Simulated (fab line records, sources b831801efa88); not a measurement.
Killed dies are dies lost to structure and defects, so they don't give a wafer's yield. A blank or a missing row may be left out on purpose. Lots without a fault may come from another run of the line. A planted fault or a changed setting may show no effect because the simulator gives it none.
fab line records | flow gf180mcu
record lots=5 wafers=15 last_day=34
route steps=602 shown V3@429 M4@456
lots that met no fault: from a run of the same line without faults
start_h: hours from the record's first day to the start of the lot's first wafer shown | wait_h: hours since the lot's step before | " the same as in the row above | L1.1+2: a row that stands for several wafers | - no value, or no start given | * or withheld: withheld | < > ~ a bound
route shown NAME@n: a module of which the file shows steps, and the number in the route of the first | usual: mean/standard deviation of fault-free wafers | same: alike in all rows | chamber/n: place in a boat | sites: the reading at each site | _std_site: their standard deviation | _edge_site: outer sites' mean less inner sites' | radius_mm: how far each site lies from the wafer's centre | mask NAME#n: copy n | behind: the tool/chamber that last shaped the wafer | hold: why the lot was held/for how many hours/how that ended | device: the transistor (n, p or np) that didn't switch | end of line: the same wafers' tests at the end of the route | a step without rows: its recipe alone | killed: dies lost to structure and defects at the first sort, not the wafer's yield | map: a wafer's dies, x killed, . not, _ none there
set.NAME: the setting as run; set.NAME@STEP: as run at that earlier step | model.NAME: the simulator's own value behind a step, which no gauge read
lots at some steps of the route; a table a step, a row a wafer
services: from which hour (start_h, from the record's first day; less than 0 if before it) a tool's chamber was out of use, for how many hours, and why
## steps
# step GF_V3_CVD_00
# recipe material=SiO2 target_thk_nm=600 sigma_open_frac=0.3 temp_c=400 time_s=100 sih4_flow_sccm=60 pressure_mtorr=6
# columns lot.wafer tool chamber start_h wait_h
L075.1+4+5 hdpcvd-01 0,1,2 498.40 0.0
L079.1+3+4 hdpcvd-02 1,0,1 542.16 0.0
L087.2+4+5 hdpcvd-01 1,1,0 603.26 0.0
L090.2+5+6 hdpcvd-01 2,1,0 624.27 0.0
L097.1+2+6 hdpcvd-01 2,0,0 670.01 0.0
# step GF_V3_THK_MEAS_01
# recipe reads=SiO2_of_V3_CVD_00
# usual V3_CVD_00_THK=599/7.6
# columns lot.wafer tool chamber start_h wait_h V3_CVD_00_THK[nm]
L075.1 film_metro-03 - 498.47 0.0 599
L075.4 " - " " 586
L075.5 " - " " 608
L079.1 film_metro-03 - 542.23 0.0 588
L079.3 " - " " 592
L079.4 " - " " 597
L087.2 film_metro-02 - 603.34 0.0 582
L087.4 " - " " 587
L087.5 " - " " 591
L090.2 film_metro-04 - 624.35 0.0 611
L090.5 " - " " 601
L090.6 " - " " 605
L097.1 film_metro-04 - 670.12 0.1 612
L097.2 " - " " 606
L097.6 " - " " 612
# step GF_V3_CVD_02
# recipe material=SiO2 target_thk_nm=850 precursor=TEOS temp_c=400 time_s=94.851 rf_w=600
# usual heater_power_w=646/100
# columns lot.wafer tool chamber start_h wait_h heater_power_w
L075.1 pecvd-01 1 498.53 0.1 564
L075.4 " 1 " " 614
L075.5 " 2 " " 666
L079.1 pecvd-04 2 542.29 0.1 719
L079.3 " 1 " " 694
L079.4 " 2 " " 743
L087.2 pecvd-01 2 603.39 0.0 744
L087.4 " 1 " " 676
L087.5 " 0 " " 592
L090.2 pecvd-01 0 624.40 0.0 491
L090.5 " 1 " " 520
L090.6 " 0 " " 549
L097.1 pecvd-04 2 670.18 0.1 659
L097.2 " 0 " " 452
L097.6 " 2 " " 707
# step GF_V3_THK_MEAS_03
# recipe reads=SiO2_of_V3_CVD_02
# usual V3_CVD_02_THK=849/12
# columns lot.wafer tool chamber start_h wait_h V3_CVD_02_THK[nm]
L075.1 film_metro-04 - 498.60 0.0 847
L075.4 " - " " 852
L075.5 " - " " 854
L079.1 film_metro-02 - 542.39 0.1 820
L079.3 " - " " 839
L079.4 " - " " 839
L087.2 film_metro-04 - 603.47 0.0 851
L087.4 " - " " 864
L087.5 " - " " 859
L090.2 film_metro-02 - 624.48 0.0 837
L090.5 " - " " 862
L090.6 " - " " 859
L097.1 film_metro-03 - 670.25 0.0 824
L097.2 " - " " 852
L097.6 " - " " 838
# step GF_V3_CMP_04
# recipe material=SiO2 down_force_psi=4 platen_rpm=60 pad_velocity_m_s=0.94248
# usual edge_zone_pressure_frac=1.000/0.0054 motor_current_A=12.0/0.84 time_to_endpoint_s=83/6.4
# columns lot.wafer tool chamber start_h wait_h edge_zone_pressure_frac motor_current_A time_to_endpoint_s
L075.1 cmp-02 3 498.66 0.1 0.991 12.5 80
L075.4 " 1 " " 0.996 12.7 81
L075.5 " 3 " " 0.994 12.8 81
L079.1 cmp-02 2 542.45 0.1 1.001 11.8 81
L079.3 " 3 " " 1.006 12.9 78
L079.4 " 1 " " 1.005 13.0 81
L087.2 cmp-02 3 603.57 0.1 1.001 12.8 77
L087.4 " 1 " " 1.006 13.2 84
L087.5 " 2 " " 1.003 11.6 88
L090.2 cmp-01 3 624.68 0.2 1.000 10.6 64
L090.6 " 0 " " 0.994 11.3 78
L090.5 " 1 " " 1.008 12.6 88
L097.1 cmp-01 2 670.36 0.1 1.006 12.8 77
L097.2 " 0 " " 0.996 10.3 83
L097.6 " 2 " " 0.998 12.2 80
# step GF_V3_BOW_MEAS_05
# recipe mode=bow
# usual V3_BOW=114/8.4
# columns lot.wafer tool chamber start_h wait_h V3_BOW[um]
L075.1 film_metro-02 - 498.96 0.2 98
L075.4 " - " " 106
L075.5 " - " " 102
L079.1 film_metro-03 - 542.75 0.2 113
L079.3 " - " " 118
L079.4 " - " " 114
L087.2 film_metro-04 - 603.84 0.2 102
L087.4 " - " " 114
L087.5 " - " " 108
L090.2 film_metro-03 - 624.85 0.1 119
L090.5 " - " " 110
L090.6 " - " " 94
L097.1 film_metro-02 - 670.61 0.2 122
L097.2 " - " " 113
L097.6 " - " " 115
# step GF_V3_DEHYDRATE_06
# recipe temp_c=200 time_s=60
# usual chill_plate_temp_C=23.00/0.11 resist_line_temp_C=22.98/0.11
# columns lot.wafer tool chamber start_h wait_h chill_plate_temp_C resist_line_temp_C
L075.1 litho_track-01 0 510.30 11.3 23.09 22.93
L075.4 " 0 " " 23.02 22.77
L075.5 " 0 " " 23.18 22.93
L079.1 litho_track-04 0 553.35 10.6 22.98 22.85
L079.3 " 0 " " 22.96 22.96
L079.4 " 0 " " 23.23 23.12
L087.2 litho_track-02 0 613.40 9.5 22.88 23.07
L087.4 " 0 " " 22.91 23.15
L087.5 " 0 " " 22.98 22.95
L090.2 litho_track-01 0 634.67 9.8 23.02 22.97
L090.5 " 0 " " 22.96 22.85
L090.6 " 0 " " 23.06 22.94
L097.1 litho_track-01 0 679.85 9.2 23.02 23.03
L097.2 " 0 " " 22.99 22.99
L097.6 " 0 " " 22.93 22.90
# step GF_V3_HMDS_07
# recipe prime_time_s=60 prime_temp_c=120
# usual chill_plate_temp_C=23.03/0.1 resist_line_temp_C=23.00/0.098
# columns lot.wafer tool chamber start_h wait_h chill_plate_temp_C resist_line_temp_C
L075.1 litho_track-01 0 510.45 0.1 23.10 23.02
L075.4 " 0 " " 23.10 23.14
L075.5 " 0 " " 23.03 22.90
L079.1 litho_track-04 0 553.50 0.1 22.95 23.08
L079.3 " 0 " " 23.05 22.91
L079.4 " 0 " " 23.07 23.14
L087.2 litho_track-02 0 613.55 0.1 22.98 22.90
L087.4 " 0 " " 22.89 23.03
L087.5 " 0 " " 22.97 22.92
L090.2 litho_track-01 0 634.82 0.1 22.80 23.04
L090.5 " 0 " " 22.88 22.93
L090.6 " 0 " " 23.03 22.98
L097.1 litho_track-01 0 680.00 0.1 22.98 22.96
L097.2 " 0 " " 22.85 23.10
L097.6 " 0 " " 22.96 22.88
# step GF_V3_COAT_08
# recipe resist=BARC temp_c=withheld time_s=withheld spin_rpm=withheld resist_thk_nm=withheld
# usual chill_plate_temp_C=* resist_line_temp_C=*
# columns lot.wafer tool chamber start_h wait_h chill_plate_temp_C resist_line_temp_C
L075.1 litho_track-01 0 510.60 0.1 * *
L075.4 " 0 " " * *
L075.5 " 0 " " * *
L079.1 litho_track-04 0 553.65 0.1 * *
L079.3 " 0 " " * *
L079.4 " 0 " " * *
L087.2 litho_track-02 0 613.70 0.1 * *
L087.4 " 0 " " * *
L087.5 " 0 " " * *
L090.2 litho_track-01 0 634.97 0.1 * *
L090.5 " 0 " " * *
L090.6 " 0 " " * *
L097.1 litho_track-01 0 680.15 0.1 * *
L097.2 " 0 " " * *
L097.6 " 0 " " * *
# step GF_V3_COAT_09
# recipe resist=KrF spin_rpm=withheld resist_thk_nm=1000
# usual chill_plate_temp_C=22.99/0.1 resist_line_temp_C=22.98/0.11
# columns lot.wafer tool chamber start_h wait_h chill_plate_temp_C resist_line_temp_C
L075.1 litho_track-01 0 - - 22.91 22.89
L075.4 " 0 " " 22.98 22.95
L075.5 " 0 " " 22.86 22.80
L079.1 litho_track-04 0 - - 23.13 23.06
L079.3 " 0 " " 23.03 22.94
L079.4 " 0 " " 23.06 23.08
L087.2 litho_track-02 0 - - 22.99 22.71
L087.4 " 0 " " 22.99 22.90
L087.5 " 0 " " 22.94 22.83
L090.2 litho_track-01 0 - - 22.95 22.82
L090.5 " 0 " " 22.89 23.00
L090.6 " 0 " " 22.97 23.00
L097.1 litho_track-01 0 - - 23.01 23.21
L097.2 " 0 " " 23.08 23.06
L097.6 " 0 " " 23.20 23.19
# step GF_V3_SOFTBAKE_10
# recipe temp_c=130 time_s=60 resist=KrF
# usual chill_plate_temp_C=23.02/0.11 resist_line_temp_C=23.00/0.097
# columns lot.wafer tool chamber start_h wait_h chill_plate_temp_C resist_line_temp_C
L075.1 litho_track-01 0 - - 23.09 23.04
L075.4 " 0 " " 23.02 23.06
L075.5 " 0 " " 23.05 23.08
L079.1 litho_track-04 0 - - 23.16 22.96
L079.3 " 0 " " 22.94 23.07
L079.4 " 0 " " 23.08 23.14
L087.2 litho_track-02 0 - - 23.11 23.05
L087.4 " 0 " " 22.92 22.95
L087.5 " 0 " " 23.00 23.00
L090.2 litho_track-01 0 - - 23.01 22.86
L090.5 " 0 " " 23.08 23.01
L090.6 " 0 " " 23.01 22.85
L097.1 litho_track-01 0 - - 22.96 22.89
L097.2 " 0 " " 23.07 23.00
L097.6 " 0 " " 23.07 22.90
# step GF_V3_EXPOSE_11
# recipe mask_id=Via3 target_cd_nm=260 na=0.68 source_shape=conventional sigma_outer=0.6 dose_mj=38
# usual exposure_dose_mJ_cm2=38.00/0.037
# columns lot.wafer tool chamber start_h wait_h mask exposure_dose_mJ_cm2
L075.1 krf_scanner-01 0 - - Via3#0 37.99
L075.4 " 0 " " Via3#0 38.02
L075.5 " 0 " " Via3#0 38.02
L079.1 krf_scanner-01 0 - - Via3#0 38.03
L079.3 " 0 " " Via3#0 37.99
L079.4 " 0 " " Via3#0 38.06
L087.2 krf_scanner-01 0 - - Via3#0 38.01
L087.4 " 0 " " Via3#0 37.97
L087.5 " 0 " " Via3#0 38.05
L090.2 krf_scanner-02 0 - - Via3#0 37.91
L090.5 " 0 " " Via3#0 37.97
L090.6 " 0 " " Via3#0 37.89
L097.1 krf_scanner-01 0 - - Via3#0 37.94
L097.2 " 0 " " Via3#0 37.94
L097.6 " 0 " " Via3#0 38.05
# step GF_V3_PEB_12
# recipe peb_temp_c=135 peb_time_s=90 resist=KrF
# usual chill_plate_temp_C=22.97/0.11 resist_line_temp_C=22.99/0.11
# columns lot.wafer tool chamber start_h wait_h chill_plate_temp_C resist_line_temp_C
L075.1 litho_track-01 0 - - 22.99 22.90
L075.4 " 0 " " 23.18 22.83
L075.5 " 0 " " 22.91 22.84
L079.1 litho_track-04 0 - - 22.77 22.95
L079.3 " 0 " " 22.83 22.96
L079.4 " 0 " " 22.83 22.92
L087.2 litho_track-01 0 - - 22.96 23.08
L087.4 " 0 " " 23.09 22.95
L087.5 " 0 " " 22.89 22.80
L090.2 litho_track-02 0 - - 22.99 23.03
L090.5 " 0 " " 22.89 23.16
L090.6 " 0 " " 23.10 23.18
L097.1 litho_track-04 0 - - 23.02 23.04
L097.2 " 0 " " 23.03 22.79
L097.6 " 0 " " 22.99 22.81
# step GF_V3_DEVELOP_13
# recipe develop_time_s=60 resist=KrF dev_temp_c=21
# usual chill_plate_temp_C=22.99/0.11 developer_temp_C=21.01/0.12 resist_line_temp_C=23.00/0.11
# columns lot.wafer tool chamber start_h wait_h chill_plate_temp_C developer_temp_C resist_line_temp_C
L075.1 litho_track-01 0 521.95 0.2 22.95 20.82 23.03
L075.4 " 0 " " 22.95 20.96 22.95
L075.5 " 0 " " 22.75 20.93 22.99
L079.1 litho_track-04 0 564.85 0.2 22.90 21.07 22.95
L079.3 " 0 " " 23.00 21.14 23.01
L079.4 " 0 " " 23.10 20.96 23.07
L087.2 litho_track-01 0 624.62 0.2 22.95 21.01 23.00
L087.4 " 0 " " 23.00 21.14 22.89
L087.5 " 0 " " 23.06 20.89 23.02
L090.2 litho_track-02 0 645.15 0.2 22.95 21.07 22.95
L090.5 " 0 " " 22.91 21.09 23.11
L090.6 " 0 " " 22.97 20.94 23.04
L097.1 litho_track-04 0 689.35 0.2 23.15 21.30 22.91
L097.2 " 0 " " 23.04 21.08 23.02
L097.6 " 0 " " 23.11 21.28 23.03
# step GF_V3_CD_MEAS_14
# recipe target_cd_nm=260
# usual cd_nm=259.8/1.2
# columns lot.wafer tool chamber start_h wait_h cd_nm
L075.1 cd_sem-01 - 522.10 0.1 259.2
L075.4 " - " " 258.8
L075.5 " - " " 259.4
L079.1 cd_sem-02 - 565.00 0.1 261.4
L079.3 " - " " 260.5
L079.4 " - " " 260.4
L087.2 cd_sem-01 - 624.77 0.1 261.0
L087.4 " - " " 261.0
L087.5 " - " " 261.6
L090.2 cd_sem-02 - 645.30 0.1 259.4
L090.5 " - " " 258.0
L090.6 " - " " 258.8
L097.1 cd_sem-02 - 689.50 0.1 259.9
L097.2 " - " " 260.5
L097.6 " - " " 262.5
# step GF_V3_OVL_MEAS_15
# usual V3_OVL=4/5.1
# columns lot.wafer tool chamber start_h wait_h V3_OVL[nm]
L075.1 overlay-02 - 522.22 0.1 4
L075.4 " - " " 2
L075.5 " - " " 2
L079.1 overlay-01 - 565.12 0.1 -1
L079.3 " - " " -3
L079.4 " - " " -3
L087.2 overlay-02 - 624.87 0.1 8
L087.4 " - " " 4
L087.5 " - " " 5
L090.2 overlay-02 - 645.40 0.1 3
L090.5 " - " " 5
L090.6 " - " " 3
L097.1 overlay-02 - 689.62 0.1 14
L097.2 " - " " 15
L097.6 " - " " 17
# step GF_V3_ETCH_16
# recipe chemistry=N2/H2 target_depth_a=withheld overetch_a=withheld time_s=withheld target=BARC ion_energy_ev=200 source_w=500 bias_w=100 pressure_mtorr=30 n2_flow_sccm=100 h2_flow_sccm=200
# usual drypump_motor_current_A=5.4/0.36 n2_flow_sccm=100.0/0.33 oes_product_au=0.854/0.0046 throttle_valve_pct=13.224/0.0087
# columns lot.wafer tool chamber start_h wait_h drypump_motor_current_A n2_flow_sccm oes_product_au throttle_valve_pct
L075.1 rie_diel-02 0 522.26 0.0 5.5 100.2 0.855 13.232
L075.4 " 3 " " 5.7 100.2 0.858 13.230
L075.5 " 0 " " 5.5 100.1 0.861 13.222
L079.1 rie_diel-04 0 565.15 0.0 6.1 99.4 0.843 13.228
L079.3 " 1 " " 5.4 99.9 0.853 13.217
L079.4 " 3 " " 5.2 99.2 0.857 13.234
L087.2 rie_diel-04 2 624.90 0.0 5.0 99.9 0.851 13.235
L087.4 " 3 " " 5.2 100.1 0.851 13.220
L087.5 " 2 " " 5.0 100.0 0.857 13.203
L090.2 rie_diel-04 0 645.43 0.0 6.1 100.1 0.851 13.232
L090.5 " 2 " " 5.0 98.9 0.853 13.242
L090.6 " 3 " " 5.2 99.5 0.855 13.214
L097.1 rie_diel-04 0 689.65 0.0 6.1 100.0 0.863 13.223
L097.2 " 3 " " 5.2 100.4 0.863 13.227
L097.6 " 0 " " 6.1 100.3 0.859 13.225
# step GF_V3_ETCH_17
# recipe chemistry=C4F8/O2/Ar mask_material=KrF target=SiO2 stop_on=TiN source_w=1500 bias_w=1200 pressure_mtorr=40 c4f8_flow_sccm=withheld O2_flow_sccm=6 Ar_flow_sccm=300 time_s=withheld target_depth_a=6350
# usual oes_product_au=0.856/0.0049
# columns lot.wafer tool chamber start_h wait_h oes_product_au
L075.1 rie_diel-02 0 - - 0.853
L075.4 " 3 " " 0.847
L075.5 " 0 " " 0.854
L079.1 rie_diel-04 0 - - 0.855
L079.3 " 1 " " 0.855
L079.4 " 3 " " 0.847
L087.2 rie_diel-04 2 - - 0.860
L087.4 " 3 " " 0.864
L087.5 " 2 " " 0.849
L090.2 rie_diel-04 0 - - 0.852
L090.5 " 2 " " 0.861
L090.6 " 3 " " 0.857
L097.1 rie_diel-04 0 - - 0.862
L097.2 " 3 " " 0.866
L097.6 " 0 " " 0.852
# step GF_V3_STRIP_18
# recipe chemistry=O2/N2 power_w=1400 pressure_mtorr=1500 platen_temp_c=250 o2_flow_sccm=3000 n2_flow_sccm=300 overash_fraction=0.5
# usual drypump_motor_current_A=5.7/0.38 heater_power_w=373/40 n2_flow_sccm=300.1/0.97 oes_product_au=0.592/0.0052
# columns lot.wafer tool chamber start_h wait_h drypump_motor_current_A heater_power_w n2_flow_sccm oes_product_au rf_hours_counter_h
L075.1 plasma_asher-01 0 522.38 - 5.3 313 298.9 0.593 86
L075.4 " 1 " " 5.8 375 299.8 0.600 -
L075.5 " 1 " " 5.7 379 299.6 0.582 -
L079.1 plasma_asher-01 1 565.28 - 5.7 383 300.2 0.591 91
L079.3 " 0 " " 5.3 309 298.3 0.595 -
L079.4 " 1 " " 5.7 392 299.5 0.594 -
L087.2 plasma_asher-04 1 625.03 - 5.6 423 300.0 0.602 84
L087.4 " 1 " " 5.6 416 300.8 0.603 -
L087.5 " 1 " " 5.6 426 301.4 0.591 -
L090.2 plasma_asher-01 1 645.56 - 5.7 382 300.0 0.584 98
L090.5 " 1 " " 5.7 384 298.8 0.589 -
L090.6 " 0 " " 5.3 305 300.3 0.587 -
L097.1 plasma_asher-02 0 689.78 - 6.9 338 299.6 0.587 60
L097.2 " 1 " " 5.6 343 300.0 0.602 60
L097.6 " 1 " " 5.6 346 301.6 0.594 -
# step GF_V3_STRIP_19
# recipe chemistry=post_etch_residue_remover time_s=1200 temp_c=72.5
# columns lot.wafer tool chamber start_h wait_h
L075.1+4+5 wet_bench-04 3 522.48 0.1
L079.1+3+4 wet_bench-04 2 565.38 0.1
L087.2+4+5 wet_bench-04 3 625.13 0.1
L090.2+5+6 wet_bench-03 2 645.66 0.1
L097.1+2+6 wet_bench-03 2 689.88 0.1
# step GF_V3_CLEAN_20
# recipe chemistry=DIW dry=n2_spin
# columns lot.wafer tool chamber start_h wait_h
L075.1+4+5 wet_bench-03 2 522.83 0.0
L079.1+3+4 wet_bench-01 2 565.72 0.0
L087.2+4+5 wet_bench-01 1 625.48 0.0
L090.2+5+6 wet_bench-03 1 646.03 0.0
L097.1+2+6 wet_bench-01 0 690.22 0.0
# step GF_V3_SPUTTER_21
# recipe material=Ti target_thk_nm=15 chamber_pressure_pa=5 power_w=2500 substrate_temp_c=200 time_s=80.02
# usual throttle_valve_pct=30.1/0.85
# columns lot.wafer tool chamber start_h wait_h throttle_valve_pct
L075.1 pvd_sputter-03 - 522.92 0.0 29.3
L075.4 " - " " 30.0
L075.5 " - " " 29.8
L079.1 pvd_sputter-02 - 565.81 0.0 30.9
L079.3 " - " " 30.8
L079.4 " - " " 30.3
L087.2 pvd_sputter-03 - 625.58 0.0 30.3
L087.4 " - " " 30.1
L087.5 " - " " 29.9
L090.2 pvd_sputter-03 - 646.13 0.0 30.3
L090.5 " - " " 29.3
L090.6 " - " " 28.2
L097.1 pvd_sputter-03 - 690.32 0.0 29.4
L097.2 " - " " 30.2
L097.6 " - " " 30.8
# step GF_V3_SPUTTER_22
# recipe material=TiN target_thk_nm=10 chamber_pressure_pa=5 power_w=4000 time_s=40
# usual throttle_valve_pct=30.1/0.86
# columns lot.wafer tool chamber start_h wait_h throttle_valve_pct
L075.1 pvd_sputter-03 - 522.98 0.0 29.1
L075.4 " - " " 30.1
L075.5 " - " " 29.9
L079.1 pvd_sputter-02 - 565.88 0.0 31.0
L079.3 " - " " 30.5
L079.4 " - " " 30.6
L087.2 pvd_sputter-03 - 625.64 0.0 30.4
L087.4 " - " " 30.3
L087.5 " - " " 29.9
L090.2 pvd_sputter-03 - 646.20 0.0 29.9
L090.5 " - " " 29.4
L090.6 " - " " 28.4
L097.1 pvd_sputter-03 - 690.38 0.0 29.1
L097.2 " - " " 30.4
L097.6 " - " " 30.0
# step GF_V3_CVD_23
# recipe material=W target_thk_nm=350 time_s=104.9 temp_c=400 pressure_torr=40
# usual chamber_pressure_Torr=40.00/0.084 heater_power_w=960/120
# columns lot.wafer tool chamber start_h wait_h chamber_pressure_Torr heater_power_w
L075.1 cvd_w-02 0 523.02 0.0 40.04 977
L075.4 " 0 " " 40.08 991
L075.5 " 0 " " 39.96 996
L079.1 cvd_w-01 1 565.91 0.0 40.10 1016
L079.3 " 1 " " 39.83 1058
L079.4 " 0 " " 39.96 997
L087.2 cvd_w-01 1 625.68 0.0 40.00 1048
L087.4 " 1 " " 39.91 1068
L087.5 " 0 " " 39.96 1007
L090.2 cvd_w-02 0 646.23 0.0 40.11 982
L090.5 " 0 " " 40.10 997
L090.6 " 1 " " 40.11 742
L097.1 cvd_w-02 1 690.42 0.0 40.00 724
L097.2 " 0 " " 39.98 1009
L097.6 " 1 " " 39.96 743
# step GF_V3_RS_MEAS_24
# recipe thk_meas_gauge=four-point-probe reads=W_of_V3_CVD_23+TiN_of_V3_SPUTTER_22+Ti_of_V3_SPUTTER_21
# usual V3_W_RS=0.327/0.004
# columns lot.wafer tool chamber start_h wait_h V3_W_RS[ohm/sq]
L075.1 film_metro-04 - 523.13 0.1 0.321
L075.4 " - " " 0.327
L075.5 " - " " 0.323
L079.1 film_metro-04 - 566.03 0.1 0.330
L079.3 " - " " 0.326
L079.4 " - " " 0.323
L087.2 film_metro-02 - 625.81 0.1 0.328
L087.4 " - " " 0.326
L087.5 " - " " 0.323
L090.2 film_metro-03 - 646.37 0.1 0.327
L090.5 " - " " 0.323
L090.6 " - " " 0.327
L097.1 film_metro-04 - 690.53 0.1 0.330
L097.2 " - " " 0.328
L097.6 " - " " 0.332
# step GF_V3_THK_MEAS_25
# recipe thk_meas_gauge=xrf reads=W_of_V3_CVD_23
# usual V3_W_THK=353/4.8
# columns lot.wafer tool chamber start_h wait_h V3_W_THK[nm]
L075.1 film_metro-04 - 523.25 0.1 357
L075.4 " - " " 353
L075.5 " - " " 357
L079.1 film_metro-04 - 566.15 0.1 352
L079.3 " - " " 356
L079.4 " - " " 358
L087.2 film_metro-02 - 625.92 0.1 349
L087.4 " - " " 349
L087.5 " - " " 352
L090.2 film_metro-03 - 646.48 0.1 355
L090.5 " - " " 356
L090.6 " - " " 351
L097.1 film_metro-04 - 690.65 0.1 353
L097.2 " - " " 354
L097.6 " - " " 350
# step GF_V3_CMP_26
# recipe stop_on=SiO2 down_force_psi=3.5 platen_rpm=60 t_overpolish_s=15 target_thk_nm=0 pad_velocity_m_s=0.94248
# usual edge_zone_pressure_frac=1.000/0.0043 motor_current_A=11.0/0.81 overpolish_run_s=14.999/0.0091 time_to_endpoint_s=87/5
# columns lot.wafer tool chamber start_h wait_h edge_zone_pressure_frac motor_current_A overpolish_run_s time_to_endpoint_s
L075.4 cmp-02 2 523.31 0.0 0.996 10.0 14.987 95
L075.1 " 3 " " 1.004 11.5 15.003 88
L075.5 " 2 " " 0.998 9.7 14.986 93
L079.3 cmp-02 0 566.21 0.0 0.989 11.8 14.994 90
L079.1 " 1 " " 1.004 11.9 15.008 87
L079.4 " 3 " " 0.997 11.6 14.986 86
L087.4 cmp-01 2 626.07 0.1 1.007 11.3 15.004 87
L087.2 " 3 " " 1.002 10.1 14.991 76
L087.5 " 0 " " 1.008 9.5 14.986 82
L090.2 cmp-02 1 646.53 0.0 1.002 11.5 15.007 90
L090.6 " 1 " " 1.008 11.4 14.998 88
L090.5 " 2 " " 1.001 10.7 15.000 95
L097.1 cmp-02 0 690.75 0.1 1.006 11.1 14.998 87
L097.2 " 1 " " 0.995 11.6 14.986 84
L097.6 " 1 " " 1.001 11.7 15.017 86
# step GF_M4_SPUTTER_00
# recipe material=Ti target_thk_nm=37.5 arriving_ion_energy_ev=80 substrate_temp_c=200 chamber_pressure_pa=2 power_w=4000 time_s=150
# usual throttle_valve_pct=29.9/0.91
# columns lot.wafer tool chamber start_h wait_h throttle_valve_pct
L075.1 pvd_sputter-01 - 523.61 0.2 30.2
L075.4 " - " " 31.3
L075.5 " - " " 31.1
L079.1 pvd_sputter-04 - 566.51 0.2 29.7
L079.3 " - " " 28.7
L079.4 " - " " 30.0
L087.2 pvd_sputter-04 - 626.27 0.1 28.8
L087.4 " - " " 31.0
L087.5 " - " " 28.9
L090.2 pvd_sputter-04 - 646.83 0.2 28.8
L090.5 " - " " 30.9
L090.6 " - " " 28.7
L097.1 pvd_sputter-04 - 691.05 0.2 29.4
L097.2 " - " " 28.8
L097.6 " - " " 31.0
# step GF_M4_SPUTTER_01
# recipe material=TiN target_thk_nm=30 power_w=6500 time_s=25 chamber_pressure_pa=0.4
# usual throttle_valve_pct=29.9/0.91
# columns lot.wafer tool chamber start_h wait_h throttle_valve_pct
L075.1 pvd_sputter-01 - 523.71 0.1 29.9
L075.4 " - " " 31.3
L075.5 " - " " 31.1
L079.1 pvd_sputter-04 - 566.61 0.1 29.6
L079.3 " - " " 28.8
L079.4 " - " " 30.0
L087.2 pvd_sputter-04 - 626.38 0.1 28.7
L087.4 " - " " 30.8
L087.5 " - " " 28.7
L090.2 pvd_sputter-04 - 646.93 0.1 28.8
L090.5 " - " " 30.7
L090.6 " - " " 28.6
L097.1 pvd_sputter-04 - 691.15 0.1 29.5
L097.2 " - " " 28.7
L097.6 " - " " 30.9
# step GF_M4_SPUTTER_02
# recipe material=AlCu target_thk_nm=450 power_w=10600 time_s=23.9 chamber_pressure_pa=0.4
# usual throttle_valve_pct=29.9/0.9
# columns lot.wafer tool chamber start_h wait_h throttle_valve_pct
L075.1 pvd_sputter-01 - 523.74 0.0 30.2
L075.4 " - " " 30.9
L075.5 " - " " 31.2
L079.1 pvd_sputter-04 - 566.64 0.0 29.6
L079.3 " - " " 28.9
L079.4 " - " " 29.9
L087.2 pvd_sputter-04 - 626.41 0.0 28.6
L087.4 " - " " 31.2
L087.5 " - " " 28.6
L090.2 pvd_sputter-04 - 646.96 0.0 28.7
L090.5 " - " " 30.8
L090.6 " - " " 28.7
L097.1 pvd_sputter-04 - 691.18 0.0 29.5
L097.2 " - " " 28.8
L097.6 " - " " 31.0
# step GF_M4_SPUTTER_03
# recipe material=Ti target_thk_nm=10 substrate_temp_c=300 chamber_pressure_pa=0.3 power_w=3000 time_s=6.7
# usual throttle_valve_pct=29.9/0.94
# columns lot.wafer tool chamber start_h wait_h throttle_valve_pct
L075.1 pvd_sputter-01 - 523.77 0.0 29.9
L075.4 " - " " 31.1
L075.5 " - " " 31.3
L079.1 pvd_sputter-04 - 566.67 0.0 29.5
L079.3 " - " " 28.6
L079.4 " - " " 29.9
L087.2 pvd_sputter-04 - 626.45 0.0 28.7
L087.4 " - " " 30.9
L087.5 " - " " 28.6
L090.2 pvd_sputter-04 - 646.99 0.0 28.5
L090.5 " - " " 31.0
L090.6 " - " " 28.7
L097.1 pvd_sputter-04 - 691.21 0.0 29.5
L097.2 " - " " 28.4
L097.6 " - " " 31.3
# step GF_M4_SPUTTER_04
# recipe material=TiN target_thk_nm=50 power_w=6500 time_s=41.7 chamber_pressure_pa=0.4
# usual throttle_valve_pct=29.9/0.92
# columns lot.wafer tool chamber start_h wait_h throttle_valve_pct
L075.1 pvd_sputter-01 - 523.79 0.0 30.2
L075.4 " - " " 31.3
L075.5 " - " " 31.3
L079.1 pvd_sputter-04 - 566.69 0.0 29.4
L079.3 " - " " 28.8
L079.4 " - " " 29.8
L087.2 pvd_sputter-04 - 626.47 0.0 28.8
L087.4 " - " " 30.8
L087.5 " - " " 28.7
L090.2 pvd_sputter-04 - 647.01 0.0 28.5
L090.5 " - " " 31.1
L090.6 " - " " 28.8
L097.1 pvd_sputter-04 - 691.23 0.0 29.6
L097.2 " - " " 28.8
L097.6 " - " " 31.0
# step GF_M4_RS_MEAS_05
# recipe thk_meas_gauge=four-point-probe reads=TiN_of_M4_SPUTTER_04+Ti_of_M4_SPUTTER_03+AlCu_of_M4_SPUTTER_02+TiN_of_M4_SPUTTER_01+Ti_of_M4_SPUTTER_00
# usual M4_ALCU_RS=0.0694/0.00097
# columns lot.wafer tool chamber start_h wait_h M4_ALCU_RS[ohm/sq]
L075.1 film_metro-02 - 523.83 0.0 0.0695
L075.4 " - " " 0.0678
L075.5 " - " " 0.0677
L079.1 film_metro-04 - 566.73 0.0 0.0698
L079.3 " - " " 0.0705
L079.4 " - " " 0.0705
L087.2 film_metro-01 - 626.54 0.0 0.0690
L087.4 " - " " 0.0679
L087.5 " - " " 0.0693
L090.2 film_metro-04 - 647.07 0.0 0.0702
L090.5 " - " " 0.0691
L090.6 " - " " 0.0694
L097.1 film_metro-02 - 691.27 0.0 0.0703
L097.2 " - " " 0.0706
L097.6 " - " " 0.0702
## services
# columns tool chamber start_h hours kind
krf_scanner-01 - 484.42 1.3 pm
pecvd-01 - 485.38 2.8 pm
cmp-02 - 490.67 0.7 repair
krf_scanner-01 - 493.87 7.2 pm
pvd_sputter-03 - 500.86 0.6 repair
rie_diel-04 1 507.56 2.7 repair
cmp-02 - 515.05 6.5 pm
wet_bench-04 - 523.66 3.7 repair
pvd_sputter-03 - 532.68 7.4 repair
hdpcvd-01 - 539.25 15.0 pm
wet_bench-03 - 554.93 5.0 repair
cmp-02 - 568.52 2.3 repair
cmp-02 - 572.09 4.0 pm
krf_scanner-01 - 584.16 0.8 pm
pvd_sputter-01 - 584.54 2.1 repair
hdpcvd-01 - 590.26 2.8 pm
krf_scanner-01 - 598.32 1.0 pm
rie_diel-04 0 640.25 2.0 repair
rie_diel-04 1 646.38 27.7 repair
rie_diel-04 - 650.64 2.8 pm
rie_diel-04 0 656.12 3.9 repair
krf_scanner-01 - 660.32 1.3 pm
hdpcvd-01 1 667.40 4.1 repair
pvd_sputter-03 - 671.58 1.7 repair
## key
fault none
